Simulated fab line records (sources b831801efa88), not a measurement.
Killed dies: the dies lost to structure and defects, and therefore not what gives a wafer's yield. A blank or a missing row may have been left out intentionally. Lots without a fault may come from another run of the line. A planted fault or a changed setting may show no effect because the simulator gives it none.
A struck lot beside a sound one	flow sky130	17 out of 708 route steps
Sound: these wafers, L278.3, L278.4, L278.5. Struck: wafers L277.3, L277.5, L277.6. The cause comes at the end.
Each step with rows lists, per side, the tool, then ch with its chambers, then its first start. Under that, the readings that differ: sound wafers	struck wafers	difference of the means	sigmas: that difference in standard deviations of wafers without a fault.
alike: readings whose means differ by less than 2 such deviations, and words and numbers that are the same on both sides. not compared: withheld readings, readings that some wafer has no value for, bounds like >300 that may hide the same value, and numbers for which the record gives no deviation and whose values overlap.
The two part at a step that has a row with sigmas, a row that says differs or no value, or rows on one side only. Numbers that have no deviation but don't overlap get no sigmas and don't part them. Lack of a reading on every wafer of one side parts them only where that side has two or more wafers.

SKY_GATE_OXIDE_TW_MEAS_14:
  sound on film metro-04, day 17 04:14; struck on film metro-03, day 16 17:11
  alike: GATE_OXIDE_TW
then, 3 steps without rows for these wafers: SKY_GATE_OXIDE_CLEAN_15 (cleans in SC1/SC2, time 150 s); SKY_GATE_OXIDE_OXIDATION_16 (stabilise 600 s, purge 300 s, target thk 3.57 nm); SKY_POLY_GATE_CVD_00 (deposits poly-Si, target thk 180 nm, time 720 s).
SKY_POLY_GATE_THK_MEAS_01:
  sound on film metro-01, day 17 07:28; struck on film metro-02, day 16 20:34
  alike: POLY_GATE_CVD_00_THK
then, 7 steps without rows for these wafers: SKY_RES_PROTECT_DEHYDRATE_00 (time 60 s); SKY_RES_PROTECT_HMDS_01 (prime time 60 s); SKY_RES_PROTECT_COAT_02 (resist thk 1140 nm); SKY_RES_PROTECT_SOFTBAKE_03 (time 60 s); SKY_RES_PROTECT_EXPOSE_04 (exposes mask RPM, target cd 1270 nm); SKY_RES_PROTECT_PEB_05; SKY_RES_PROTECT_DEVELOP_06 (develop time 61.77 s).
SKY_POLY_GATE_IMPLANT_02:
  sound on implanter-02 ch 0, day 18 13:10; struck on implanter-03 ch 0, day 18 00:56
reading	sound	struck	difference	sigmas
beam on s (s)	35.1 34.1 33.6	17.6 17.1 17.2	-17.0	-10
dose ions cm2	7.707e+15 7.715e+15 7.702e+15	4.014e+15 4.027e+15 4.037e+15	-3.682e+15	-99 or more
end station pressure torr (Torr)	1.07e-05 1.03e-05 1.18e-05	1.31e-05 1.45e-05 1.45e-05	+3.10e-06	+4
SKY_RES_PROTECT_STRIP_07: strips in O2/N2.
  sound on plasma asher-04 ch 0,1, day 18 13:19; struck on plasma asher-01 ch 0,1, day 18 01:04
reading	sound	struck	difference	sigmas
oes product au (a.u.)	0.519 0.520 0.518	0.556 0.556 0.560	+0.038	+9
strip time to endpoint s (s)	23.31 23.34 23.29	20.71 20.69 20.70	-2.61	-65
  alike: drypump motor current A
  not compared: rf hours counter h
SKY_RES_PROTECT_TW_MEAS_08:
  sound on film metro-04, day 18 13:23; struck on film metro-01, day 18 01:10
reading	sound	struck	difference	sigmas
POLY_GATE_TW	4033 4041 4047	3840 3863 3828	-197	-9
then, 1 step without rows for these wafers: SKY_RES_PROTECT_CLEAN_09 (cleans in SC1/SC2, time 150 s).
-- the record jumps here: 30 days lie between the struck wafers' starts before and after (it left off in module RES_PROTECT and takes up again in module PAD_OPEN, whose first step shown is number 708 of the route) --
SKY_PAD_OPEN_PROBE_99:
  sound on prober-02, day 48 11:35; struck on prober-01, day 48 02:07
reading	sound	struck	difference	sigmas
model.etest.res poly.line ohm um	539.1 511.1 525.8	1020 1010 976.6	+477	
model.etest.licon poly.rc ohm	153 156.7 151.2	456.5 462.3 451	+303.0	
model.etest.res poly.rs ohm sq	49.01 48.76 49.31	95.42 92.42 95.57	+45.44	
model.etest.res poly.rs ohm sq range	1.066 1.419 1.801	3.89 5.033 3.48	+2.71	
model.etest.ring_1v8.delay ps	20.57 21.33 21.59	22.79 21.96 23.11	+1.46	
model.etest.res poly.rs ohm sq rim less centre	0.1791 0.3728 -0.46	-2.236 -3.87 -0.548	-2.249	
model.etest.ring_5v.delay ps	44.97 45.83 45.74	46.23 46.1 46.8	+0.86	
model.etest.nfet_01v8.tox inv nm (nm)	4.244 4.236 4.29	4.349 4.302 4.372	+0.084	
  alike: killed_at_M0_to_M3, killed_at_M4_up, killed at contacts, killed at front end, killed at other, killed dies, killed open, killed short

WHERE THEY PART
Earliest at SKY_POLY_GATE_IMPLANT_02; latest, in this record, at SKY_RES_PROTECT_TW_MEAS_08. Later steps at which nothing parts them and some readings are alike: SKY_PAD_OPEN_PROBE_99.

WHY: what the simulator had put in
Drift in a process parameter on implanter-03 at SKY_POLY_GATE_IMPLANT_02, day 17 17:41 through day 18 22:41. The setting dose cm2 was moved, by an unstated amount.
